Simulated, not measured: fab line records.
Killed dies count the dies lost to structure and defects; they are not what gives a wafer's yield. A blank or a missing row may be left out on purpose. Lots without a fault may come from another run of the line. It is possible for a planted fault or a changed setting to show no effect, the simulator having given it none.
fab line records + flow gf180mcu
record
- lots=14
- wafers=42
- last-day=34
route steps=602 shown VT_IMPLANT@94 V1@352 V3@447
lots that met no fault: from a run of the same line without faults
start-h: the number of hours between the record's first day and the start of the first shown wafer of the lot + wait-h: how many hours have passed since the lot's step before this one + " repeats the value in the row above + L1.1+2: several wafers, shown together as one row + - no value, or no start was given + * or withheld: withheld + < > ~ a bound
route shown NAME@n: NAME is a module with steps in the file, n the number in the route of the first one + usual: mean/standard deviation of fault-free wafers + same: alike in all rows + chamber/n: place in a boat + sites: per-site readings + _std_site: the standard deviation of these + _edge_site: the outer-site mean with the inner-site mean subtracted + radius-mm: how far each site lies from the wafer's centre + mask NAME#n: copy n + behind: the last tool/chamber to shape the wafer + hold: reason for holding the lot/hours on hold/outcome of the hold + device: which transistor (n, p or np) failed to switch + end of line: the same wafers' tests at the end of the route + a step with no rows: only its recipe + killed: not the wafer's yield, but the dies lost to structure and defects at the first sort + map: a wafer's dies, marking killed ones x, the rest . and places with no die _
set.NAME: the setting that was run; set.NAME@STEP: the one run at that earlier step + model.NAME: the simulator's own value behind a step, which no gauge read
steps of the route over a sample of lots; a table a step, a row a wafer
services: the hour from which a tool's chamber was out of use, counted from the record's first day as start-h (under 0 if before that day), plus the number of hours and why
## steps
# step GF_VT_IMPLANT_EXPOSE_04
# recipe
- mask-id=LVPWELL_LV_AREA
- target-cd-nm=600
- na=0.6
- source-shape=conventional
- sigma-outer=0.6
- dose-mj=140
# usual
- exposure-dose-mJ-cm2=139.97/0.15
- focus-offset-nm=-0.1/0.52
| lot.wafer | tool             | chamber | start-h | wait-h | mask              | exposure-dose-mJ-cm2 | focus-offset-nm |
|-----------|------------------|---------|---------|--------|-------------------|----------------------|-----------------|
| L773.1    | iline-stepper-01 | 0       | 105.13  | -      | LVPWELL_LV_AREA#0 | 139.90               | 0.8             |
| L773.4    | "                | 0       | "       | "      | LVPWELL_LV_AREA#0 | 139.78               | 0.0             |
| L773.5    | "                | 0       | "       | "      | LVPWELL_LV_AREA#0 | 139.77               | 0.0             |
| L776.3    | iline-stepper-01 | 0       | 121.05  | -      | LVPWELL_LV_AREA#0 | 139.78               | 0.1             |
| L776.5    | "                | 0       | "       | "      | LVPWELL_LV_AREA#0 | 140.12               | 0.1             |
| L776.6    | "                | 0       | "       | "      | LVPWELL_LV_AREA#0 | 139.95               | 0.6             |
| L777.1    | iline-stepper-01 | 0       | 128.52  | -      | LVPWELL_LV_AREA#0 | 140.03               | 0.1             |
| L777.5    | "                | 0       | "       | "      | LVPWELL_LV_AREA#0 | 139.86               | -1.5            |
| L777.6    | "                | 0       | "       | "      | LVPWELL_LV_AREA#0 | 140.06               | 0.5             |
| L779.1    | iline-stepper-01 | 0       | 148.05  | -      | LVPWELL_LV_AREA#0 | 139.94               | -0.4            |
| L779.2    | "                | 0       | "       | "      | LVPWELL_LV_AREA#0 | 139.84               | -0.5            |
| L779.5    | "                | 0       | "       | "      | LVPWELL_LV_AREA#0 | 139.86               | -0.6            |
| L780.1    | iline-stepper-02 | 0       | 148.29  | -      | LVPWELL_LV_AREA#0 | 139.92               | -1.0            |
| L780.3    | "                | 0       | "       | "      | LVPWELL_LV_AREA#0 | 140.15               | -0.5            |
| L780.4    | "                | 0       | "       | "      | LVPWELL_LV_AREA#0 | 140.17               | 0.0             |
| L781.1    | iline-stepper-01 | 0       | 153.15  | -      | LVPWELL_LV_AREA#0 | 139.68               | -1.1            |
| L781.4    | "                | 0       | "       | "      | LVPWELL_LV_AREA#0 | 139.96               | 0.1             |
| L781.6    | "                | 0       | "       | "      | LVPWELL_LV_AREA#0 | 139.88               | -0.1            |
| L782.1    | iline-stepper-01 | 0       | 157.92  | -      | LVPWELL_LV_AREA#0 | 139.95               | 0.0             |
| L782.4    | "                | 0       | "       | "      | LVPWELL_LV_AREA#0 | 139.83               | -0.8            |
| L782.5    | "                | 0       | "       | "      | LVPWELL_LV_AREA#0 | 139.98               | -0.5            |
| L783.2    | iline-stepper-02 | 0       | 170.32  | -      | LVPWELL_LV_AREA#0 | 139.90               | 0.8             |
| L783.3    | "                | 0       | "       | "      | LVPWELL_LV_AREA#0 | 140.01               | 0.2             |
| L783.5    | "                | 0       | "       | "      | LVPWELL_LV_AREA#0 | 139.90               | -0.6            |
| L786.1    | iline-stepper-02 | -       | 183.42  | -      | LVPWELL_LV_AREA#0 | -                    | -               |
| L786.4    | "                | -       | "       | "      | LVPWELL_LV_AREA#0 | -                    | -               |
| L786.5    | "                | -       | "       | "      | LVPWELL_LV_AREA#0 | -                    | -               |
| L787.2    | iline-stepper-02 | -       | 190.05  | -      | LVPWELL_LV_AREA#0 | -                    | -               |
| L787.4    | "                | -       | "       | "      | LVPWELL_LV_AREA#0 | -                    | -               |
| L787.6    | "                | -       | "       | "      | LVPWELL_LV_AREA#0 | -                    | -               |
| L790.1    | iline-stepper-02 | 0       | 208.90  | -      | LVPWELL_LV_AREA#0 | 140.21               | -0.2            |
| L790.2    | "                | 0       | "       | "      | LVPWELL_LV_AREA#0 | 139.86               | -0.5            |
| L790.4    | "                | 0       | "       | "      | LVPWELL_LV_AREA#0 | 139.85               | -0.3            |
| L794.1    | iline-stepper-01 | 0       | 231.38  | -      | LVPWELL_LV_AREA#0 | 139.94               | -0.3            |
| L794.2    | "                | 0       | "       | "      | LVPWELL_LV_AREA#0 | 139.91               | -0.4            |
| L794.4    | "                | 0       | "       | "      | LVPWELL_LV_AREA#0 | 139.91               | -0.1            |
| L795.1    | iline-stepper-02 | 0       | 237.38  | -      | LVPWELL_LV_AREA#0 | 139.92               | -0.6            |
| L795.2    | "                | 0       | "       | "      | LVPWELL_LV_AREA#0 | 140.12               | -0.3            |
| L795.4    | "                | 0       | "       | "      | LVPWELL_LV_AREA#0 | 140.01               | -0.3            |
| L796.2    | iline-stepper-01 | 0       | 243.46  | -      | LVPWELL_LV_AREA#0 | 139.94               | 0.0             |
| L796.3    | "                | 0       | "       | "      | LVPWELL_LV_AREA#0 | 140.08               | 0.3             |
| L796.4    | "                | 0       | "       | "      | LVPWELL_LV_AREA#0 | 139.99               | 0.3             |
# step GF_V1_ETCH_17
# recipe
- chemistry=C4F8/O2/Ar
- mask-material=KrF
- target=SiO2
- stop-on=TiN
- source-w=1500
- bias-w=1200
- pressure-mtorr=40
- c4f8-flow-sccm=withheld
- O2_flow_sccm=6
- Ar_flow_sccm=300
- time-s=withheld
- target-depth-a=6300
# usual
- oes-product-au=0.855/0.0047
| lot.wafer | tool        | chamber | start-h | wait-h | oes-product-au |
|-----------|-------------|---------|---------|--------|----------------|
| L773.1    | rie-diel-02 | 2       | -       | -      | 0.856          |
| L773.4    | "           | 1       | "       | "      | 0.852          |
| L773.5    | "           | 2       | "       | "      | 0.853          |
| L776.3    | rie-diel-03 | 2       | -       | -      | 0.858          |
| L776.5    | "           | 0       | "       | "      | 0.848          |
| L776.6    | "           | 1       | "       | "      | 0.858          |
| L777.1    | rie-diel-02 | 1       | -       | -      | 0.856          |
| L777.5    | "           | 0       | "       | "      | 0.852          |
| L777.6    | "           | 1       | "       | "      | 0.857          |
| L779.1    | rie-diel-04 | 3       | -       | -      | 0.855          |
| L779.2    | "           | 2       | "       | "      | 0.854          |
| L779.5    | "           | 0       | "       | "      | 0.854          |
| L780.1    | rie-diel-03 | 2       | -       | -      | 0.849          |
| L780.3    | "           | 1       | "       | "      | 0.853          |
| L780.4    | "           | 3       | "       | "      | 0.859          |
| L781.1    | rie-diel-02 | 2       | -       | -      | 0.861          |
| L781.4    | "           | 0       | "       | "      | 0.865          |
| L781.6    | "           | 1       | "       | "      | 0.848          |
| L782.1    | rie-diel-02 | 3       | -       | -      | 0.861          |
| L782.4    | "           | 2       | "       | "      | 0.851          |
| L782.5    | "           | 3       | "       | "      | 0.858          |
| L783.2    | rie-diel-04 | 0       | -       | -      | 0.854          |
| L783.3    | "           | 3       | "       | "      | 0.866          |
| L783.5    | "           | 2       | "       | "      | 0.856          |
| L790.1    | rie-diel-03 | 2       | -       | -      | 0.854          |
| L790.2    | "           | 0       | "       | "      | 0.848          |
| L790.4    | "           | 3       | "       | "      | 0.854          |
| L794.1    | rie-diel-03 | 3       | -       | -      | 0.853          |
| L794.2    | "           | 1       | "       | "      | 0.855          |
| L794.4    | "           | 2       | "       | "      | 0.852          |
| L795.1    | rie-diel-04 | 3       | -       | -      | 0.857          |
| L795.2    | "           | 0       | "       | "      | 0.849          |
| L795.4    | "           | 2       | "       | "      | 0.852          |
| L796.2    | rie-diel-02 | 1       | -       | -      | 0.857          |
| L796.3    | "           | 3       | "       | "      | 0.853          |
| L796.4    | "           | 0       | "       | "      | 0.856          |
# step GF_V3_STRIP_18
# recipe
- chemistry=O2/N2
- power-w=1400
- pressure-mtorr=1500
- platen-temp-c=250
- o2-flow-sccm=3000
- n2-flow-sccm=300
- overash-fraction=0.5
# usual
- drypump-motor-current-A=5.73/0.099
- heater-power-w=349/13
- oes-product-au=0.593/0.0047
| lot.wafer | tool            | chamber | start-h | wait-h | drypump-motor-current-A | heater-power-w | oes-product-au | rf-hours-counter-h |
|-----------|-----------------|---------|---------|--------|-------------------------|----------------|----------------|--------------------|
| L773.1    | plasma-asher-02 | 0       | 511.71  | -      | 5.54                    | 340            | 0.582          | 92                 |
| L773.4    | "               | 1       | "       | "      | 5.81                    | 352            | 0.596          | -                  |
| L773.5    | "               | 0       | "       | "      | 5.54                    | 333            | 0.597          | -                  |
| L776.3    | plasma-asher-03 | 1       | 545.34  | -      | 5.69                    | 374            | 0.592          | -                  |
| L776.5    | "               | 0       | "       | "      | 5.70                    | 324            | 0.592          | -                  |
| L776.6    | "               | 1       | "       | "      | 5.68                    | 369            | 0.591          | -                  |
| L777.1    | plasma-asher-03 | 1       | 549.52  | -      | 5.71                    | 374            | 0.590          | 44                 |
| L777.5    | "               | 0       | "       | "      | 5.72                    | 334            | 0.589          | -                  |
| L777.6    | "               | 1       | "       | "      | 5.73                    | 385            | 0.587          | -                  |
| L779.1    | plasma-asher-04 | 1       | 577.02  | -      | 5.73                    | 344            | 0.592          | 79                 |
| L779.2    | "               | 0       | "       | "      | 5.83                    | 352            | 0.599          | 79                 |
| L779.5    | "               | 1       | "       | "      | 5.71                    | 349            | 0.586          | -                  |
| L780.1    | plasma-asher-02 | 0       | 581.56  | -      | 5.53                    | 335            | 0.588          | 99                 |
| L780.3    | "               | 1       | "       | "      | 5.79                    | 348            | 0.594          | -                  |
| L780.4    | "               | 0       | "       | "      | 5.55                    | 331            | 0.595          | -                  |
| L781.1    | plasma-asher-04 | 0       | 582.44  | -      | 5.84                    | 354            | 0.593          | 80                 |
| L781.4    | "               | 0       | "       | "      | 5.85                    | 360            | 0.597          | -                  |
| L781.6    | "               | 1       | "       | "      | 5.75                    | 337            | 0.591          | -                  |
| L782.1    | plasma-asher-04 | 0       | 590.64  | -      | 5.83                    | 353            | 0.587          | 81                 |
| L782.4    | "               | 1       | "       | "      | 5.74                    | 336            | 0.588          | -                  |
| L782.5    | "               | 1       | "       | "      | 5.75                    | 345            | 0.602          | -                  |
| L783.2    | plasma-asher-02 | 1       | 605.76  | -      | 5.79                    | 350            | 0.591          | 100                |
| L783.3    | "               | 1       | "       | "      | 5.80                    | 354            | 0.597          | -                  |
| L783.5    | "               | 0       | "       | "      | 5.52                    | 333            | 0.594          | -                  |
| L790.1    | plasma-asher-04 | 0       | 651.09  | -      | 5.84                    | 347            | 0.591          | 88                 |
| L790.2    | "               | 1       | "       | "      | 5.70                    | 342            | 0.598          | 88                 |
| L790.4    | "               | 0       | "       | "      | 5.86                    | 353            | 0.594          | -                  |
| L794.1    | plasma-asher-02 | 0       | 678.37  | -      | 5.53                    | 333            | 0.602          | 106                |
| L794.2    | "               | 1       | "       | "      | 5.79                    | 354            | 0.586          | 106                |
| L794.4    | "               | 0       | "       | "      | 5.54                    | 333            | 0.588          | -                  |
| L795.1    | plasma-asher-04 | 1       | 688.90  | -      | 5.71                    | 348            | 0.595          | 92                 |
| L795.2    | "               | 0       | "       | "      | 5.85                    | 342            | 0.591          | 92                 |
| L795.4    | "               | 1       | "       | "      | 5.70                    | 338            | 0.587          | -                  |
| L796.2    | plasma-asher-03 | 1       | 688.91  | -      | 5.72                    | 373            | 0.590          | 59                 |
| L796.3    | "               | 1       | "       | "      | 5.69                    | 374            | 0.591          | -                  |
| L796.4    | "               | 0       | "       | "      | 5.70                    | 326            | 0.592          | -                  |
# step GF_V3_SPUTTER_21
# recipe
- material=Ti
- target-thk-nm=15
- chamber-pressure-pa=5
- power-w=2500
- substrate-temp-c=200
- time-s=80.02
# usual
- throttle-valve-pct=29.9/1.2
| lot.wafer | tool           | chamber | start-h | wait-h | throttle-valve-pct |
|-----------|----------------|---------|---------|--------|--------------------|
| L773.1    | pvd-sputter-03 | -       | 512.24  | 0.0    | 27.5               |
| L773.4    | "              | -       | "       | "      | 30.2               |
| L773.5    | "              | -       | "       | "      | 31.3               |
| L776.3    | pvd-sputter-02 | -       | 545.84  | 0.0    | 29.7               |
| L776.5    | "              | -       | "       | "      | 29.0               |
| L776.6    | "              | -       | "       | "      | 30.5               |
| L777.1    | pvd-sputter-02 | -       | 550.05  | 0.0    | 28.9               |
| L777.5    | "              | -       | "       | "      | 29.3               |
| L777.6    | "              | -       | "       | "      | 29.5               |
| L779.1    | pvd-sputter-04 | -       | 577.57  | 0.0    | 30.2               |
| L779.2    | "              | -       | "       | "      | 31.0               |
| L779.5    | "              | -       | "       | "      | 29.9               |
| L780.1    | pvd-sputter-03 | -       | 582.09  | 0.0    | 30.5               |
| L780.3    | "              | -       | "       | "      | 29.7               |
| L780.4    | "              | -       | "       | "      | 27.6               |
| L781.1    | pvd-sputter-04 | -       | 583.03  | 0.0    | 31.1               |
| L781.4    | "              | -       | "       | "      | 30.0               |
| L781.6    | "              | -       | "       | "      | 30.0               |
| L782.1    | pvd-sputter-02 | -       | 591.17  | 0.0    | 29.3               |
| L782.4    | "              | -       | "       | "      | 29.5               |
| L782.5    | "              | -       | "       | "      | 30.5               |
| L783.2    | pvd-sputter-03 | -       | 606.30  | 0.0    | 31.5               |
| L783.3    | "              | -       | "       | "      | 27.4               |
| L783.5    | "              | -       | "       | "      | 29.6               |
| L790.1    | pvd-sputter-04 | -       | 651.63  | 0.0    | 31.1               |
| L790.2    | "              | -       | "       | "      | 30.7               |
| L790.4    | "              | -       | "       | "      | 30.2               |
| L794.1    | pvd-sputter-03 | -       | 678.99  | 0.0    | 30.4               |
| L794.2    | "              | -       | "       | "      | 27.7               |
| L794.4    | "              | -       | "       | "      | 31.6               |
| L796.2    | pvd-sputter-03 | -       | 689.44  | 0.0    | 31.6               |
| L796.3    | "              | -       | "       | "      | 27.4               |
| L796.4    | "              | -       | "       | "      | 29.3               |
| L795.1    | pvd-sputter-02 | -       | 689.47  | 0.0    | 29.5               |
| L795.2    | "              | -       | "       | "      | 30.3               |
| L795.4    | "              | -       | "       | "      | 29.2               |
## services
| tool             | chamber | start-h | hours | kind   |
|------------------|---------|---------|-------|--------|
| iline-stepper-02 | -       | 106.13  | 1.7   | pm     |
| rie-diel-02      | 3       | 114.42  | 2.1   | repair |
| plasma-asher-04  | -       | 122.00  | 0.4   | repair |
| rie-diel-02      | 0       | 122.30  | 17.3  | repair |
| rie-diel-02      | 1       | 132.67  | 5.5   | repair |
| plasma-asher-04  | -       | 162.26  | 1.9   | repair |
| iline-stepper-02 | -       | 162.86  | 4.5   | repair |
| pvd-sputter-03   | -       | 179.89  | 1.2   | repair |
| pvd-sputter-03   | -       | 186.38  | 5.9   | repair |
| plasma-asher-04  | -       | 229.74  | 13.0  | repair |
| plasma-asher-04  | -       | 235.59  | 4.3   | repair |
| rie-diel-02      | 1       | 237.58  | 4.4   | repair |
| rie-diel-02      | 3       | 256.97  | 3.9   | repair |
| iline-stepper-02 | -       | 324.31  | 1.7   | pm     |
| iline-stepper-01 | -       | 327.49  | 1.7   | pm     |
| iline-stepper-01 | -       | 384.50  | 1.6   | repair |
| iline-stepper-01 | -       | 492.43  | 2.1   | pm     |
| iline-stepper-02 | -       | 516.96  | 32.0  | repair |
| iline-stepper-02 | -       | 548.97  | 1.7   | pm     |
| iline-stepper-01 | -       | 550.63  | 1.7   | pm     |
| iline-stepper-02 | -       | 616.42  | 4.3   | pm     |
| iline-stepper-02 | -       | 627.73  | 5.1   | repair |
| iline-stepper-02 | -       | 657.76  | 4.4   | pm     |
| iline-stepper-01 | -       | 680.05  | 15.6  | repair |
## key
first-sign
- step=GF_VT_IMPLANT_EXPOSE_04
- reading=tool-record
- direction=missing
effect none on later readings
met-at GF_VT_IMPLANT_EXPOSE_04
struck-lots L786,L787
later-rows-left-out L786.1,L786.4,L786.5,L787.2,L787.4,L787.6
sort-left-out L786.1,L786.4,L786.5,L787.2,L787.4,L787.6
tester-left-out L786,L787
not-acting-at GF_V1_ETCH_17,GF_V3_STRIP_18,GF_V3_SPUTTER_21
onset-between 170.32 183.42
fault
- kind=skipped-step-whole
- tool=iline-stepper-02
- chamber=-
- onset-h=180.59
- steps=GF_VT_IMPLANT_EXPOSE_04
- scope=struck-lots-only
# tester-left-out: of these lots the tester's yield and bins aren't shown, on N5 and GAA mostly nor the transistor test; their killed dies are dies lost to structure and defects alone, not to doping, threshold or leakage, so they don't give the yield
# sort-left-out: the simulated sort isn't trusted on such a fault, so these wafers' sort isn't shown, and their yield isn't known
# later-rows-left-out: the simulator's readings of these wafers behind a module that went badly wrong aren't trusted and aren't shown, but for the sort
